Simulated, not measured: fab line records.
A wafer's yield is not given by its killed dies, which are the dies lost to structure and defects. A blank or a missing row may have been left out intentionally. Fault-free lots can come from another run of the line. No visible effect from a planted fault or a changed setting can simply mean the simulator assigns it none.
Matching of chambers -- flow sky130 -- 4 sister chambers for SKY_METAL3_ETCH_17 on rie-diel-01
The step etches SiO2 in C4F8/O2/Ar, stops on TiN, time 3.9 s, target depth 15 nm. 27 wafers are shown with their chamber, then 12 later ones without.

## WAFERS PAIRED WITH THEIR CHAMBERS
wafer,chamber,oes-product-au (a.u.)
L074.2,1,0.761
L074.4,2,0.758
L074.5,0,0.759
L075.1,2,0.760
L075.4,2,0.766
L075.6,1,0.753
L081.1,0,0.755
L081.2,3,0.760
L081.5,1,0.765
L083.4,3,0.753
L083.5,0,0.757
L083.6,2,0.753
L084.1,0,0.762
L084.3,3,0.760
L084.4,1,0.756
L088.2,2,0.757
L088.4,1,0.754
L088.5,2,0.769
L089.3,2,0.758
L089.5,0,0.760
L089.6,1,0.759
L090.1,2,0.747
L090.2,3,0.760
L090.3,1,0.752
L090.4,0,0.761
L090.5,1,0.757
L090.6,2,0.755

SIGNATURES (averages over the wafers above)
reading,chamber 0,chamber 1,chamber 2,chamber 3,scatter within a chamber
oes-product-au,0.75900,0.75713,0.75811,0.75825,0.00489
Rule: a wafer's distance from a chamber is the root of the sum, over the readings, of the square of ((its reading less the chamber's mean) divided by the reading's scatter). The wafer belongs to the nearest chamber; if the next one is less than 2 further off, it can't be placed. How the scatter is found: for the shown wafers, subtract from each reading the mean of its chamber, square and add these, divide the total by (wafers less chambers), then take the root.

## WAFERS MISSING THEIR CHAMBER
wafer,oes-product-au (a.u.)
L091.2,0.741
L091.3,0.765
L091.6,0.759
L094.1,0.741
L094.4,0.765
L094.6,0.761
L095.2,0.746
L095.3,0.742
L095.6,0.763
L096.1,0.750
L096.2,0.770
L096.3,0.752

## WHICH CHAMBER EACH WENT THROUGH
wafer,from the rows above,in truth
L091.2,can't be placed: 1 or 2 or 3 or 0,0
L091.3,can't be placed: 0 or 3 or 2 or 1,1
L091.6,can't be placed: 0 or 3 or 2 or 1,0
L094.1,can't be placed: 1 or 2 or 3 or 0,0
L094.4,can't be placed: 0 or 3 or 2 or 1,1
L094.6,can't be placed: 0 or 3 or 2 or 1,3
L095.2,can't be placed: 1 or 2 or 3 or 0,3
L095.3,can't be placed: 1 or 2 or 3 or 0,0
L095.6,can't be placed: 0 or 3 or 2 or 1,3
L096.1,can't be placed: 1 or 2 or 3 or 0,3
L096.2,can't be placed: 0 or 3 or 2 or 1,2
L096.3,can't be placed: 1 or 2 or 3 or 0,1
Correctly placed: 0 of 12. Cannot be placed on the basis of these rows: 12; the candidates contain the true chamber in 12. Number placed wrongly: 0.
